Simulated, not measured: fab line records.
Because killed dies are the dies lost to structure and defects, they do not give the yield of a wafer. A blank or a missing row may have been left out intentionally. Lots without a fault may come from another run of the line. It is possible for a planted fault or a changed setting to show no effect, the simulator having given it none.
Chamber matching -- flow gf180mcu -- 3 sister chambers for GF_V4_CVD_02 on pecvd-02
The step deposits SiO2 from TEOS, target thk 850 nm, time 94.851 s. 6 wafers are shown with their chamber, then 7 later ones without.

## WAFERS, EACH WITH ITS CHAMBER
wafer,chamber,heater_power_w (W)
L614.5,0,779
L614.6,1,785
L615.2,1,755
L615.5,2,650
L617.1,0,816
L617.2,2,682

## WAFERS MISSING THEIR CHAMBER
wafer,heater_power_w (W)
L617.4,685
L622.3,776
L622.4,683
L622.5,778
L623.1,773
L623.2,596
L623.4,652

## CHAMBER TAKEN BY EACH
wafer,from the rows above,in truth
L617.4,2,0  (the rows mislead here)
L622.3,can't be placed: 1 or 0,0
L622.4,2,2
L622.5,can't be placed: 1 or 0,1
L623.1,can't be placed: 1 or 0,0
L623.2,2,2
L623.4,2,2
Placed correctly: 3 of 7. From these rows, 3 cannot be placed; in 3 the true chamber is one of the candidates. Number placed wrongly: 1.
How it was worked out, from the rows above alone: a wafer's distance from a chamber is the root of the sum, over the readings, of the square of ((its reading less the chamber's mean) divided by the reading's scatter). If the next closest chamber is less than 2 further off than the closest, the wafer can't be placed; otherwise it belongs to the closest. A chamber's mean is the mean of its shown wafers. The scatter: take each reading less its chamber's mean, square it, sum over the shown wafers, divide by the number of wafers less the number of chambers, and take the root.
